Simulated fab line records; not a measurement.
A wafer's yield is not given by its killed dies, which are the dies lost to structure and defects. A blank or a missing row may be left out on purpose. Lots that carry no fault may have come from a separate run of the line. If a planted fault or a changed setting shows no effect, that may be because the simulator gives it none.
A lot that was struck, set against a sound lot ; flow sky130 ; 31 steps out of a route of 708
Sound: the wafers L936.1, L936.2, L936.4. Struck: wafer L931.1. (L931.2, L931.3 of the same lot were not struck and are left out.) The cause comes at the end.
At each step with rows: each side's tool, then ch and its chambers, then its first start. Under that, the readings that differ: sound wafers ; struck wafers ; difference of the means ; sigmas: that difference in standard deviations of wafers without a fault.
alike: words and numbers the same on both sides, and readings whose means are apart by under 2 such deviations; not compared: readings that were withheld, readings missing a value for some wafer, numbers with overlapping values and no deviation given by the record, and bounds like >300 which may hide the same value.
Wherever a step has rows on one side only, a row that says differs or no value, or a row with sigmas, the two part there. Numbers that don't overlap but have no deviation are shown without sigmas and don't part them. A reading that every wafer of one side lacks parts them only if that side has two wafers or more.

SKY_LI_CONTACT_OVL_MEAS_13:
  struck on overlay-02, day 33 18:46; sound on overlay-01, day 35 10:52
  alike: LI_CONTACT_OVL
then, 1 step without rows for these wafers: SKY_LI_CONTACT_ETCH_14 (etches BARC in N2/H2, stops on SiO2, time 45.9 s, target depth 60 nm).
SKY_LI_CONTACT_ETCH_15: etches PSG in C4F8/O2/Ar, stops on Si, target depth 600 nm.
  sound on rie-diel-03 ch 2,3, day 35 10:57; struck on rie-diel-01 ch 1, day 33 18:51
  alike: oes-product-au, rf-fwd-power-W
SKY_LI_CONTACT_STRIP_16: strips in O2/N2.
  sound on plasma-asher-04 ch 0,1, day 35 11:02; struck on plasma-asher-02 ch 1, day 33 18:56
reading;sound;struck;difference;sigmas
drypump-motor-current-A (A);6.2 6.1 6.2;5.2;-1.0;-3
  alike: oes-product-au, strip-time-to-endpoint-s
  not compared: rf-hours-counter-h
then, 3 steps without rows for these wafers: SKY_LI_CONTACT_CLEAN_17 (cleans in NMP, time 600 s); SKY_LI_CONTACT_PRE_CLEAN_18 (time 5.6 s); SKY_LI_CONTACT_SPUTTER_19 (material Ti, target thk 20 nm, time 106.37 s).
SKY_LI_CONTACT_SPUTTER_20: material TiN, target thk 20 nm, time 80 s.
  struck on pvd-sputter-01, day 33 19:19; sound on pvd-sputter-01, day 35 11:25
  alike: cathode-dc-power-W, throttle-valve-pct
SKY_LI_CONTACT_CVD_21: deposits W, target thk 400 nm, time 120.56 s.
  sound on cvd-w-02 ch 0,1, day 35 11:29; struck on cvd-w-02 ch 1, day 33 19:22
  alike: heater-power-w
SKY_LI_CONTACT_RS_MEAS_22: measurement is done with a four-point probe.
  struck on film-metro-01, day 33 19:29; sound on film-metro-03, day 35 11:37
  alike: LI_CONTACT_W_RS
SKY_LI_CONTACT_THK_MEAS_23: measures by xrf.
  struck on film-metro-01, day 33 19:37; sound on film-metro-03, day 35 11:44
  alike: LI_CONTACT_W_THK
then, 1 step without rows for these wafers: SKY_LI_CONTACT_CMP_24 (polishes, stops on PSG, t overpolish 20 s, target thk 0 nm).
SKY_LOCAL_INTERCONNECT_SPUTTER_00: material TiN, target thk 100 nm, time 83.3 s.
  struck on pvd-sputter-02, day 33 19:58; sound on pvd-sputter-03, day 35 12:05
reading;sound;struck;difference;sigmas
throttle-valve-pct (%);28.8 29.8 31.5;27.4;-2.6;-2
model.TiN_of_LOCAL_INTERCONNECT_SPUTTER_00.thk-nm (nm);99.05 99.81 99.39;97.93;-1.49;
  alike: cathode-dc-power-W
SKY_LOCAL_INTERCONNECT_RS_MEAS_01: measurement is done with a four-point probe.
  struck on film-metro-02, day 33 20:02; sound on film-metro-03, day 35 12:09
  alike: LOCAL_INTERCONNECT_TIN_RS
SKY_LOCAL_INTERCONNECT_THK_MEAS_02: measures by xrf.
  struck on film-metro-02, day 33 20:10; sound on film-metro-03, day 35 12:16
  alike: LOCAL_INTERCONNECT_TIN_THK
then, 8 steps without rows for these wafers: SKY_LOCAL_INTERCONNECT_DEHYDRATE_03 (time 60 s); SKY_LOCAL_INTERCONNECT_HMDS_04 (prime time 60 s); SKY_LOCAL_INTERCONNECT_COAT_05 (resist thk 60 nm); SKY_LOCAL_INTERCONNECT_COAT_06 (resist thk 450 nm); SKY_LOCAL_INTERCONNECT_SOFTBAKE_07 (time 90 s); SKY_LOCAL_INTERCONNECT_EXPOSE_08 (exposes mask LI1M, target cd 170 nm); SKY_LOCAL_INTERCONNECT_PEB_09; SKY_LOCAL_INTERCONNECT_DEVELOP_10 (develop time 60 s).
SKY_LOCAL_INTERCONNECT_CD_MEAS_11: the cd target is 170 nm.
  struck on cd-sem-02, day 34 23:17; sound on cd-sem-02, day 36 15:00
  alike: cd-nm
SKY_LOCAL_INTERCONNECT_OVL_MEAS_12:
  struck on overlay-01, day 34 23:25; sound on overlay-01, day 36 15:07
  alike: LOCAL_INTERCONNECT_OVL
SKY_LOCAL_INTERCONNECT_ETCH_13: etches BARC in N2/H2, stops on SiO2, time 45.9 s, target depth 60 nm.
  sound on rie-metal-04 ch 0,1, day 36 15:10; struck on rie-metal-02 ch 1, day 34 23:27
  alike: drypump-motor-current-A, oes-product-au, rf-fwd-power-W, throttle-valve-pct
  not compared: rf-hours-counter-h
SKY_LOCAL_INTERCONNECT_METAL_ETCH_14: etches TiN in Cl2/BCl3, stops on PSG, target depth 110 nm, time 31.4 s.
  sound on rie-metal-04 ch 0,1, day 36 15:13; struck on rie-metal-02 ch 1, day 34 23:31
reading;sound;struck;difference;sigmas
model.etch.depth-nm (nm);99.05 99.81 99.39;97.93;-1.49;
model.LOCAL_INTERCONNECT.feature-depth-nm (nm);99.05 99.81 99.39;97.93;-1.49;
  alike: drypump-motor-current-A, oes-product-au, rf-fwd-power-W, throttle-valve-pct
  not compared: rf-hours-counter-h
then, 1 step without rows for these wafers: SKY_LOCAL_INTERCONNECT_STRIP_15 (strips in O2/N2).
SKY_LOCAL_INTERCONNECT_STRIP_16: strips in post etch residue remover, time 1200 s.
  sound on wet-bench-02 ch 3, day 36 15:22; struck on wet-bench-04 ch 2, day 34 23:40
reading;sound;struck;difference;sigmas
model.TiN_of_LOCAL_INTERCONNECT_SPUTTER_00.thk-nm (nm);98.63 99.39 98.97;97.51;-1.49;
then, 2 steps without rows for these wafers: SKY_LOCAL_INTERCONNECT_CLEAN_17 (cleans in IPA, time 180 s); SKY_PAD_OPEN_PROBE_99.

== WHERE THEY PART ==
Last at SKY_LOCAL_INTERCONNECT_SPUTTER_00 as far as this record goes, first at SKY_LI_CONTACT_STRIP_16. Later steps at which nothing parts them and some readings are alike: SKY_LOCAL_INTERCONNECT_RS_MEAS_01, SKY_LOCAL_INTERCONNECT_THK_MEAS_02, SKY_LOCAL_INTERCONNECT_CD_MEAS_11, SKY_LOCAL_INTERCONNECT_OVL_MEAS_12, SKY_LOCAL_INTERCONNECT_ETCH_13, SKY_LOCAL_INTERCONNECT_METAL_ETCH_14.

WHY: the cause the simulator had injected
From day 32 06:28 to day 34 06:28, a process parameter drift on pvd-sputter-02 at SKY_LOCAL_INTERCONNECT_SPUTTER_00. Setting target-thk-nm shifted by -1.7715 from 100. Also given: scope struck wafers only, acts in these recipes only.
